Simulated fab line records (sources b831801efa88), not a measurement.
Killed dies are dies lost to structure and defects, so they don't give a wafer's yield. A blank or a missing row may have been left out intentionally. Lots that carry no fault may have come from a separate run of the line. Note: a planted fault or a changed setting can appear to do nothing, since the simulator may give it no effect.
fab line records -- flow sfqLine
record: lots: 6, wafers: 18, lastDay: 100
route steps=325 shown M1@62 I1@73 M2@88
lots that met no fault: from a run of the same line without faults
startH: start of the lot's first displayed wafer, in hours after the record's first day -- waitH: hours since the lot's step before -- " identical to the entry in the row above -- L1.1+2: one row covering several wafers at once -- - value missing, or start not given -- * or withheld: withheld -- < > ~ a bound
route shown NAME@n: NAME is a module with steps in the file, n the number in the route of the first one -- usual: mean and standard deviation over wafers with no fault -- same: alike in all rows -- chamber/n: place in a boat -- sites: the reading at each site -- _std_site: how widely they spread, as a standard deviation -- _edge_site: the outer-site mean with the inner-site mean subtracted -- radiusMm: for every site, how far away it sits from the centre of the wafer -- mask NAME#n: copy n -- behind: the tool/chamber that last shaped the wafer -- hold: why the lot was held/for how many hours/how that ended -- device: whichever transistor did not switch (one of n, p or np) -- end of line: the same wafers' tests at the end of the route -- a step given without rows: its recipe and nothing more -- killed: the dies lost at the first sort to structure and to defects; this is not the yield of the wafer -- map: a wafer's dies, marking killed ones x, the rest . and places with no die _
set.NAME: setting as actually run; set.NAME@STEP: the setting as run at that earlier step -- model.NAME: the simulator's own value behind a step, which no gauge read
lots at selected steps of the route; one table per step, one row per wafer
services: from which hour (startH, from the record's first day; less than 0 if before it) a tool's chamber was out of use, for how many hours, and why
== steps ==
step: SFQ_TRILAYER_M1_LITHO_COAT_044
recipe: resist: BARC, spinRpm: 3000, resistThkNm: 62
step: SFQ_TRILAYER_M1_LITHO_COAT_039
recipe: resist: KrF, spinRpm: 3000, resistThkNm: 600
step: SFQ_TRILAYER_M1_LITHO_SOFTBAKE_043
recipe: tempC: withheld, timeS: withheld, resist: KrF
step: SFQ_TRILAYER_M1_LITHO_EXPOSE_040
recipe: maskId: M1, na: 0.6, sourceShape: conventional, sigmaOuter: 0.65, targetCdNm: 500, doseMj: 14.4
step: SFQ_TRILAYER_M1_LITHO_PEB_042
recipe: pebTempC: 115, pebTimeS: 60, resist: KrF
step: SFQ_TRILAYER_M1_LITHO_DEVELOP_041
recipe: timeS: 60, resist: KrF
step: SFQ_M1_OVL_MEAS_911
usual: M1_OVL: 2/4.5
lot.wafer,tool,chamber,startH,waitH,M1_OVL[nm]
L382.1,overlay-02,-,588.82,0.1,-4
L382.3,overlay-02,-,588.82,0.1,1
L382.5,overlay-02,-,588.82,0.1,-4
L384.1,overlay-02,-,604.72,0.1,-1
L384.3,overlay-02,-,604.72,0.1,-4
L384.5,overlay-02,-,604.72,0.1,0
L396.2,overlay-01,-,750.57,0.1,9
L396.3,overlay-01,-,750.57,0.1,4
L396.4,overlay-01,-,750.57,0.1,3
L398.1,overlay-01,-,765.30,0.1,1
L398.2,overlay-01,-,765.30,0.1,4
L398.4,overlay-01,-,765.30,0.1,6
L399.1,overlay-01,-,766.50,0.1,-11
L399.2,overlay-01,-,766.50,0.1,-1
L399.5,overlay-01,-,766.50,0.1,-3
L400.1,overlay-01,-,772.76,0.1,2
L400.2,overlay-01,-,772.76,0.1,0
L400.5,overlay-01,-,772.76,0.1,3
step: SFQ_TRILAYER_M1_BARC_OPEN_METAL_ETCH_054
recipe: maskMaterial: PR, chemistry: O2, targetDepthNm: 125, target: BARC, icpW: 600, biasW: 80, pressureMtorr: 10, timeS: 41.7
usual: drypumpMotorCurrentA: 6.0/0.47, oesProductAu: 0.685/0.0047, rfFwdPowerW: 592.6/2.9
lot.wafer,tool,chamber,startH,waitH,drypumpMotorCurrentA,oesProductAu,rfFwdPowerW,rfHoursCounterH
L382.1,rieMetal-03,1,588.86,0.0,5.3,0.691,584.1,57
L382.3,rieMetal-03,1,588.86,0.0,5.3,0.676,586.0,-
L382.5,rieMetal-03,1,588.86,0.0,5.3,0.696,586.1,-
L384.1,rieMetal-04,0,604.75,0.0,6.7,0.686,594.1,145
L384.3,rieMetal-04,1,604.75,0.0,6.1,0.685,597.2,-
L384.5,rieMetal-04,0,604.75,0.0,6.7,0.692,595.8,-
L396.2,rieMetal-04,0,750.60,0.0,6.7,0.684,594.5,15
L396.3,rieMetal-04,0,750.60,0.0,6.7,0.680,593.7,-
L396.4,rieMetal-04,1,750.60,0.0,6.1,0.681,594.9,-
L398.1,rieMetal-04,1,765.34,0.0,6.1,0.690,597.0,56
L398.2,rieMetal-04,0,765.34,0.0,6.7,0.693,596.5,17
L398.4,rieMetal-04,1,765.34,0.0,6.1,0.685,594.3,-
L399.1,rieMetal-03,0,766.54,0.0,6.0,0.688,592.5,45
L399.2,rieMetal-03,1,766.54,0.0,5.2,0.682,588.7,90
L399.5,rieMetal-03,0,766.54,0.0,6.0,0.684,595.2,-
L400.1,rieMetal-02,1,772.80,0.0,6.4,0.678,592.0,23
L400.2,rieMetal-02,0,772.80,0.0,5.6,0.689,590.1,124
L400.5,rieMetal-02,0,772.80,0.0,5.6,0.683,588.1,-
step: SFQ_TRILAYER_M1_ETCH_METAL_ETCH_042
recipe: target: Nb, stopOn: SiO2, maskMaterial: PR, chemistry: Cl2/Ar, targetDepthNm: 240, icpW: 600, biasW: 80, pressureMtorr: 10, timeS: 120
usual: drypumpMotorCurrentA: 6.0/0.47, oesProductAu: 0.895/0.0073, rfFwdPowerW: 596.6/2.1
lot.wafer,tool,chamber,startH,waitH,drypumpMotorCurrentA,oesProductAu,rfFwdPowerW,rfHoursCounterH
L382.1,rieMetal-03,1,588.92,0.0,5.2,0.909,594.6,57
L382.3,rieMetal-03,1,588.92,0.0,5.2,0.906,594.1,-
L382.5,rieMetal-03,1,588.92,0.0,5.3,0.898,595.0,-
L384.1,rieMetal-04,0,604.81,0.0,6.7,0.889,593.9,145
L384.3,rieMetal-04,1,604.81,0.0,6.1,0.890,597.5,-
L384.5,rieMetal-04,0,604.81,0.0,6.7,0.895,596.9,-
L396.2,rieMetal-04,0,750.66,0.0,6.6,0.904,597.2,15
L396.3,rieMetal-04,0,750.66,0.0,6.7,0.899,595.4,-
L396.4,rieMetal-04,1,750.66,0.0,6.1,0.890,595.4,-
L398.1,rieMetal-04,1,765.40,0.0,6.1,0.886,599.0,56
L398.2,rieMetal-04,0,765.40,0.0,6.7,0.898,599.6,17
L398.4,rieMetal-04,1,765.40,0.0,6.1,0.887,598.7,-
L399.1,rieMetal-03,0,766.60,0.0,6.0,0.890,597.5,45
L399.2,rieMetal-03,1,766.60,0.0,5.3,0.896,593.8,90
L399.5,rieMetal-03,0,766.60,0.0,6.0,0.894,596.7,-
L400.1,rieMetal-02,1,772.86,0.0,6.3,0.896,595.6,23
L400.2,rieMetal-02,0,772.86,0.0,5.6,0.885,593.2,124
L400.5,rieMetal-02,0,772.86,0.0,5.7,0.886,594.6,-
step: SFQ_TRILAYER_M1_STRIP_STRIP_043
recipe: gas: O2, powerW: 200, platenTempC: 40, overashFraction: 0.65, chemistry: O2, pressureMtorr: 50
usual: drypumpMotorCurrentA: 6.0/0.47, oesProductAu: 1.002/0.0086
lot.wafer,tool,chamber,startH,waitH,drypumpMotorCurrentA,oesProductAu,rfHoursCounterH
L382.1,rieMetal-03,1,589.04,0.1,5.3,0.990,57
L382.3,rieMetal-03,1,589.04,0.1,5.3,0.989,-
L382.5,rieMetal-03,1,589.04,0.1,5.3,0.983,-
L384.1,rieMetal-04,0,604.94,0.1,6.7,1.002,145
L384.3,rieMetal-04,1,604.94,0.1,6.1,1.018,-
L384.5,rieMetal-04,0,604.94,0.1,6.7,1.009,-
L396.2,rieMetal-04,0,750.79,0.1,6.7,0.996,15
L396.3,rieMetal-04,0,750.79,0.1,6.7,1.006,-
L396.4,rieMetal-04,1,750.79,0.1,6.1,1.004,-
L398.1,rieMetal-04,1,765.53,0.1,6.1,1.000,57
L398.2,rieMetal-04,0,765.53,0.1,6.7,1.014,17
L398.4,rieMetal-04,1,765.53,0.1,6.1,1.003,-
L399.1,rieMetal-03,0,766.73,0.1,6.0,1.008,45
L399.2,rieMetal-03,1,766.73,0.1,5.3,0.996,90
L399.5,rieMetal-03,0,766.73,0.1,6.0,1.018,-
L400.1,rieMetal-02,1,772.99,0.1,6.3,1.012,23
L400.2,rieMetal-02,0,772.99,0.1,5.6,1.007,124
L400.5,rieMetal-02,0,772.99,0.1,5.6,1.003,-
step: SFQ_TRILAYER_M1_STRIP_SOLV_CLEAN_044
recipe: chemistry: NMP, tempC: 70, timeS: 600
step: SFQ_TRILAYER_I1_DEP_PECVD_045
recipe: material: SiO2, tempC: 150, timeS: 111.11, pressureTorr: 2.4, rfW: 183.3, precursor: SiH4/N2O, targetThkNm: 500
step: SFQ_TRILAYER_I1_CMP_CMP_046
recipe: material: SiO2, downForcePsi: 3, platenRpm: 60, padVelocityMS: 0.94248
usual: headPressurePsi: 3.001/0.0068, motorCurrentA: 10.5/0.75, timeToEndpointS: 217/8.2
lot.wafer,tool,chamber,startH,waitH,headPressurePsi,motorCurrentA,timeToEndpointS,model.SiO2_of_TRILAYER_I1_DEP_PECVD_045.thkNm
L382.3,cmp-01,1,590.90,1.0,2.994,11.8,213,200.1
L382.1,cmp-01,2,590.90,1.0,3.005,9.5,220,199.1
L382.5,cmp-01,0,592.40,2.5,3.005,10.0,224,199.7
L384.3,cmp-02,2,605.79,0.0,3.003,9.7,219,200.9
L384.1,cmp-02,3,605.79,0.0,2.995,11.7,228,201.7
L384.5,cmp-02,3,608.29,2.5,3.008,11.2,237,202.2
L396.2,cmp-02,1,752.14,0.5,3.011,10.5,213,184.4
L396.3,cmp-02,2,752.14,0.5,3.000,11.1,219,184.3
L396.4,cmp-02,3,752.14,0.5,2.994,10.7,227,184.3
L398.2,cmp-02,3,767.60,1.2,3.011,11.2,220,185.8
L398.4,cmp-02,0,767.60,1.2,2.986,10.0,230,186
L398.1,cmp-02,1,767.60,1.2,2.996,11.3,214,183.8
L399.1,cmp-01,0,768.47,0.9,3.006,10.4,214,200.4
L399.2,cmp-01,2,769.47,1.9,3.005,9.3,217,198.9
L399.5,cmp-01,1,770.97,3.4,3.004,11.9,222,199
L400.2,cmp-01,3,774.35,0.5,2.999,10.0,202,198.7
L400.1,cmp-01,1,775.35,1.5,3.003,10.8,221,200.2
L400.5,cmp-01,2,775.35,1.5,2.997,8.6,227,200.7
step: SFQ_I1_BOW_MEAS_912
recipe: mode: bow
usual: I1_BOW: 2/8
lot.wafer,tool,chamber,startH,waitH,I1_BOW[um]
L382.1,filmMetro-03,-,592.90,1.0,4
L382.3,filmMetro-03,-,592.90,1.0,-5
L382.5,filmMetro-03,-,592.90,1.0,0
L384.1,filmMetro-03,-,608.79,2.0,4
L384.3,filmMetro-03,-,608.79,2.0,13
L384.5,filmMetro-03,-,608.79,2.0,4
L396.2,filmMetro-03,-,754.66,2.0,11
L396.3,filmMetro-03,-,754.66,2.0,-5
L396.4,filmMetro-03,-,754.66,2.0,-5
L396.2,filmMetro-03,-,755.98,1.3,-
L396.3,filmMetro-03,-,755.98,1.3,-
L396.4,filmMetro-03,-,755.98,1.3,-
L398.1,filmMetro-04,-,770.60,1.5,-1
L398.2,filmMetro-04,-,770.60,1.5,4
L398.4,filmMetro-04,-,770.60,1.5,12
L398.1,filmMetro-04,-,771.92,1.3,-
L398.2,filmMetro-04,-,771.92,1.3,-
L398.4,filmMetro-04,-,771.92,1.3,-
L399.1,filmMetro-02,-,771.47,2.5,7
L399.2,filmMetro-02,-,771.47,2.5,7
L399.5,filmMetro-02,-,771.47,2.5,-6
L400.1,filmMetro-04,-,776.85,1.0,-18
L400.2,filmMetro-04,-,776.85,1.0,-14
L400.5,filmMetro-04,-,776.85,1.0,-1
step: SFQ_TRILAYER_I1_METRO_MEASURE_047
usual: thkNm: 199.7/1.2
lot.wafer,tool,chamber,startH,waitH,thkNm
L382.1,filmMetro-03,-,593.02,0.1,199.2
L382.3,filmMetro-03,-,593.02,0.1,200.3
L382.5,filmMetro-03,-,593.02,0.1,199.7
L384.1,filmMetro-03,-,608.91,0.1,202.0
L384.3,filmMetro-03,-,608.91,0.1,200.8
L384.5,filmMetro-03,-,608.91,0.1,202.3
L396.2,filmMetro-03,-,760.70,4.7,184.5
L396.3,filmMetro-03,-,760.70,4.7,184.2
L396.4,filmMetro-03,-,760.70,4.7,184.3
L396.2,filmMetro-03,-,762.07,1.2,184.4
L396.3,filmMetro-03,-,762.07,1.2,184.3
L396.4,filmMetro-03,-,762.07,1.2,184.4
L399.1,filmMetro-02,-,771.59,0.1,200.3
L399.2,filmMetro-02,-,771.59,0.1,198.9
L399.5,filmMetro-02,-,771.59,0.1,199.0
L398.1,filmMetro-04,-,774.44,2.5,183.8
L398.2,filmMetro-04,-,774.44,2.5,185.7
L398.4,filmMetro-04,-,774.44,2.5,186.0
L398.1,filmMetro-04,-,775.81,1.2,183.6
L398.2,filmMetro-04,-,775.81,1.2,185.7
L398.4,filmMetro-04,-,775.81,1.2,185.9
L400.1,filmMetro-04,-,776.97,0.1,200.1
L400.2,filmMetro-04,-,776.97,0.1,198.7
L400.5,filmMetro-04,-,776.97,0.1,200.6
step: SFQ_TRILAYER_I1_VIA_LITHO_COAT_054
recipe: resist: BARC, spinRpm: 3000, resistThkNm: 62
step: SFQ_TRILAYER_I1_VIA_LITHO_COAT_049
recipe: resist: KrF, spinRpm: 3000, resistThkNm: 650
step: SFQ_TRILAYER_I1_VIA_LITHO_SOFTBAKE_053
recipe: tempC: withheld, timeS: withheld, resist: KrF
step: SFQ_TRILAYER_I1_VIA_LITHO_EXPOSE_050
recipe: maskId: I1, na: 0.6, sourceShape: conventional, sigmaOuter: 0.65, targetCdNm: 500, doseMj: 21.3
step: SFQ_TRILAYER_I1_VIA_LITHO_PEB_052
recipe: pebTempC: 115, pebTimeS: 60, resist: KrF
step: SFQ_TRILAYER_I1_VIA_LITHO_DEVELOP_051
recipe: timeS: 60, resist: KrF
step: SFQ_I1_OVL_MEAS_913
usual: I1_OVL: 0/5
lot.wafer,tool,chamber,startH,waitH,I1_OVL[nm]
L382.1,overlay-01,-,764.10,0.1,-2
L382.3,overlay-01,-,764.10,0.1,-2
L382.5,overlay-01,-,764.10,0.1,-1
L384.1,overlay-02,-,776.36,0.1,3
L384.3,overlay-02,-,776.36,0.1,4
L384.5,overlay-02,-,776.36,0.1,5
L396.2,overlay-02,-,903.09,0.1,10
L396.3,overlay-02,-,903.09,0.1,6
L396.4,overlay-02,-,903.09,0.1,4
L398.1,overlay-02,-,921.21,0.1,5
L398.2,overlay-02,-,921.21,0.1,-1
L398.4,overlay-02,-,921.21,0.1,3
L399.1,overlay-02,-,922.41,0.1,-2
L399.2,overlay-02,-,922.41,0.1,2
L399.5,overlay-02,-,922.41,0.1,1
L400.1,overlay-02,-,927.21,0.1,-9
L400.2,overlay-02,-,927.21,0.1,-9
L400.5,overlay-02,-,927.21,0.1,-5
step: SFQ_TRILAYER_I1_VIA_BARC_OPEN_VIA_ETCH_071
recipe: maskMaterial: PR, chemistry: O2, targetDepthNm: 125, target: BARC, sourceW: 500, biasW: 80, pressureMtorr: 30, timeS: 41.7
usual: drypumpMotorCurrentA: 5.8/0.42, oesProductAu: 0.685/0.0044, rfFwdPowerW: 494.9/1.7
lot.wafer,tool,chamber,startH,waitH,drypumpMotorCurrentA,oesProductAu,rfFwdPowerW,rfHoursCounterH
L382.1,rieDiel-01,0,764.14,0.0,5.9,0.684,492.2,1
L382.3,rieDiel-01,1,764.14,0.0,6.1,0.683,497.3,16
L382.5,rieDiel-01,0,764.14,0.0,5.9,0.684,491.7,-
L384.1,rieDiel-03,0,776.40,0.0,5.5,0.680,494.8,12
L384.3,rieDiel-03,1,776.40,0.0,6.5,0.681,496.4,2
L384.5,rieDiel-03,2,776.40,0.0,5.5,0.679,494.4,-
L396.2,rieDiel-03,1,903.12,0.0,6.4,0.687,496.4,3
L396.3,rieDiel-03,3,903.12,0.0,5.1,0.684,492.6,1
L396.4,rieDiel-03,3,903.12,0.0,5.1,0.690,494.3,-
L398.1,rieDiel-04,3,921.25,0.0,5.7,0.690,495.9,2
L398.2,rieDiel-04,1,921.25,0.0,6.0,0.691,497.5,2
L398.4,rieDiel-04,2,921.25,0.0,5.6,0.687,496.0,10
L399.1,rieDiel-04,0,922.45,0.0,6.2,0.694,495.0,10
L399.2,rieDiel-04,1,922.45,0.0,6.0,0.685,495.0,2
L399.5,rieDiel-04,1,922.45,0.0,6.0,0.687,496.0,-
L400.1,rieDiel-03,1,927.25,0.0,6.5,0.681,495.2,4
L400.2,rieDiel-03,2,927.25,0.0,5.5,0.679,493.1,2
L400.5,rieDiel-03,0,927.25,0.0,5.4,0.685,497.6,-
step: SFQ_TRILAYER_I1_VIA_ETCH_VIA_ETCH_052
recipe: target: SiO2, stopOn: Nb, maskMaterial: PR, taperDeg: 20, chemistry: CHF3, targetDepthNm: 260, sourceW: 500, biasW: 80, pressureMtorr: 30, timeS: withheld
usual: drypumpMotorCurrentA: 5.8/0.43, oesProductAu: 0.854/0.0054, rfFwdPowerW: 498.2/1.7
lot.wafer,tool,chamber,startH,waitH,drypumpMotorCurrentA,oesProductAu,rfFwdPowerW,model.I1.featureDepthNm,model.etch.depthNm
L382.1,rieDiel-01,0,764.18,0.0,5.9,0.857,496.0,199.1,199.1
L382.3,rieDiel-01,1,764.18,0.0,6.1,0.855,499.9,200.1,200.1
L382.5,rieDiel-01,0,764.18,0.0,5.9,0.859,498.0,199.7,199.7
L384.1,rieDiel-03,0,776.44,0.0,5.4,0.852,499.7,201.7,201.7
L384.3,rieDiel-03,1,776.44,0.0,6.5,0.854,496.8,200.9,200.9
L384.5,rieDiel-03,2,776.44,0.0,5.4,0.861,495.1,202.2,202.2
L396.2,rieDiel-03,1,903.16,0.0,6.5,0.815,500.1,184.4,184.4
L396.3,rieDiel-03,3,903.16,0.0,5.1,0.817,495.5,184.3,184.3
L396.4,rieDiel-03,3,903.16,0.0,5.1,0.817,498.9,184.3,184.3
L398.1,rieDiel-04,3,921.29,0.0,5.7,0.822,499.8,183.8,183.8
L398.2,rieDiel-04,1,921.29,0.0,6.0,0.823,496.8,185.8,185.8
L398.4,rieDiel-04,2,921.29,0.0,5.6,0.820,500.3,186,186
L399.1,rieDiel-04,0,922.49,0.0,6.2,0.855,496.3,200.4,200.4
L399.2,rieDiel-04,1,922.49,0.0,6.0,0.850,499.1,198.9,198.9
L399.5,rieDiel-04,1,922.49,0.0,6.0,0.848,498.0,199,199
L400.1,rieDiel-03,1,927.29,0.0,6.5,0.850,499.4,200.2,200.2
L400.2,rieDiel-03,2,927.29,0.0,5.4,0.859,497.7,198.7,198.7
L400.5,rieDiel-03,0,927.29,0.0,5.4,0.855,496.4,200.7,200.7
step: SFQ_TRILAYER_I1_VIA_STRIP_STRIP_053
recipe: gas: O2, powerW: 200, platenTempC: 40, overashFraction: 0.65, chemistry: O2, pressureMtorr: 50
step: SFQ_TRILAYER_I1_VIA_STRIP_SOLV_CLEAN_054
recipe: chemistry: NMP, tempC: 70, timeS: 600
step: SFQ_TRILAYER_M2_DEP_PRE_CLEAN_056
recipe: gas: Ar, timeS: 22.5, biasV: 250
lot.wafer,tool,chamber,startH,waitH,model.SiO2_of_TRILAYER_I1_DEP_PECVD_045.thkNm
L382.1,pvdSputter-06,-,765.07,0.0,191.6
L382.3,pvdSputter-06,-,765.07,0.0,192.6
L382.5,pvdSputter-06,-,765.07,0.0,192.2
L384.1,pvdSputter-03,-,777.33,0.0,194.2
L384.3,pvdSputter-03,-,777.33,0.0,193.4
L384.5,pvdSputter-03,-,777.33,0.0,194.7
L396.2,pvdSputter-03,-,904.23,0.0,176.9
L396.3+4,pvdSputter-03,-,904.23,0.0,176.8
L398.1,pvdSputter-06,-,922.18,0.0,176.3
L398.2,pvdSputter-06,-,922.18,0.0,178.3
L398.4,pvdSputter-06,-,922.18,0.0,178.5
L399.1,pvdSputter-05,-,923.38,0.0,192.9
L399.2,pvdSputter-05,-,923.38,0.0,191.4
L399.5,pvdSputter-05,-,923.38,0.0,191.5
L400.1,pvdSputter-03,-,928.21,0.0,192.7
L400.2,pvdSputter-03,-,928.21,0.0,191.2
L400.5,pvdSputter-03,-,928.21,0.0,193.2
step: SFQ_TRILAYER_M2_DEP_SPUTTER_055
recipe: material: Nb, basePressurePa: 1.33e-06, chamberPressurePa: 0.1333, substrateTempC: 20, resputterCathodeVoltageV: 400, targetThkNm: 200, powerW: 2000, timeS: 133.3
usual: throttleValvePct: 30.3/1
lot.wafer,tool,chamber,startH,waitH,throttleValvePct
L382.1,pvdSputter-06,-,765.10,0.0,32.8
L382.3,pvdSputter-06,-,765.10,0.0,29.9
L382.5,pvdSputter-06,-,765.10,0.0,32.6
L384.1,pvdSputter-03,-,777.36,0.0,30.4
L384.3,pvdSputter-03,-,777.36,0.0,30.8
L384.5,pvdSputter-03,-,777.36,0.0,30.3
L396.2,pvdSputter-03,-,904.26,0.0,30.6
L396.3,pvdSputter-03,-,904.26,0.0,29.6
L396.4,pvdSputter-03,-,904.26,0.0,30.3
L398.1,pvdSputter-06,-,922.21,0.0,32.7
L398.2,pvdSputter-06,-,922.21,0.0,29.5
L398.4,pvdSputter-06,-,922.21,0.0,30.3
L399.1,pvdSputter-05,-,923.41,0.0,28.8
L399.2,pvdSputter-05,-,923.41,0.0,31.2
L399.5,pvdSputter-05,-,923.41,0.0,29.6
L400.1,pvdSputter-03,-,928.24,0.0,30.1
L400.2,pvdSputter-03,-,928.24,0.0,30.4
L400.5,pvdSputter-03,-,928.24,0.0,30.3
== services ==
tool,chamber,startH,hours,kind
rieDiel-03,0,576.20,1.2,repair
filmMetro-03,-,583.75,0.3,pm
rieMetal-03,0,591.17,129.4,repair
pvdSputter-03,-,600.86,3.4,repair
pvdSputter-06,-,612.21,8.9,repair
rieMetal-04,-,643.40,0.5,repair
rieDiel-03,2,665.16,5.6,repair
filmMetro-03,-,671.57,0.9,pm
rieMetal-03,1,698.54,26.8,repair
rieDiel-03,1,704.94,4.7,repair
rieDiel-04,3,718.31,15.3,repair
rieMetal-03,-,720.57,14.6,pm
rieDiel-04,2,732.77,26.0,repair
pvdSputter-06,-,753.96,0.5,repair
rieDiel-03,-,765.76,1.0,repair
pvdSputter-06,-,770.04,3.8,repair
rieDiel-04,1,776.95,3.0,repair
rieMetal-03,-,789.94,1.3,repair
rieDiel-04,-,792.95,14.6,pm
filmMetro-03,-,809.17,1.4,pm
filmMetro-03,-,828.75,1.7,pm
rieMetal-03,-,871.42,2.8,pm
rieDiel-03,2,899.88,3.3,repair
rieMetal-04,-,923.56,1.4,pm
== key ==
firstSign: step: SFQ_I1_BOW_MEAS_912, reading: visit, direction: added
effect: step: SFQ_TRILAYER_I1_METRO_MEASURE_047, reading: visit, direction: added
effect: step: SFQ_TRILAYER_I1_METRO_MEASURE_047, reading: thkNm, direction: down, sigmas: 13, usual: 199.7, struck: 184.8
effect: step: SFQ_TRILAYER_I1_VIA_ETCH_VIA_ETCH_052, reading: oesProductAu, direction: down, sigmas: 6.6, usual: 0.854, struck: 0.819
modelEffect: step: SFQ_TRILAYER_I1_CMP_CMP_046, value: SiO2_of_TRILAYER_I1_DEP_PECVD_045.thkNm, without: 199.8, struck: 184.8
modelEffect: step: SFQ_TRILAYER_I1_VIA_ETCH_VIA_ETCH_052, value: I1.featureDepthNm, without: 199.8, struck: 184.8
modelEffect: step: SFQ_TRILAYER_M2_DEP_PRE_CLEAN_056, value: SiO2_of_TRILAYER_I1_DEP_PECVD_045.thkNm, without: 192.3, struck: 177.3
metAt SFQ_TRILAYER_I1_CMP_CMP_046
struckWafers L396.2,L396.3,L396.4,L398.1,L398.2,L398.4
onsetBetween 605.79 752.14
alsoFits SFQ_TRILAYER_M1_BARC_OPEN_METAL_ETCH_054:rieMetal-04,SFQ_TRILAYER_M1_ETCH_METAL_ETCH_042:rieMetal-04,SFQ_TRILAYER_M1_STRIP_STRIP_043:rieMetal-04
fault: kind: processParameterDrift, tool: cmp-02, chamber: -, onsetH: 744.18, steps: SFQ_TRILAYER_I1_CMP_CMP_046, channel: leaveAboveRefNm, offset: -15, shape: step, endH: 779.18, actsIn: theseRecipesOnly, stated: 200
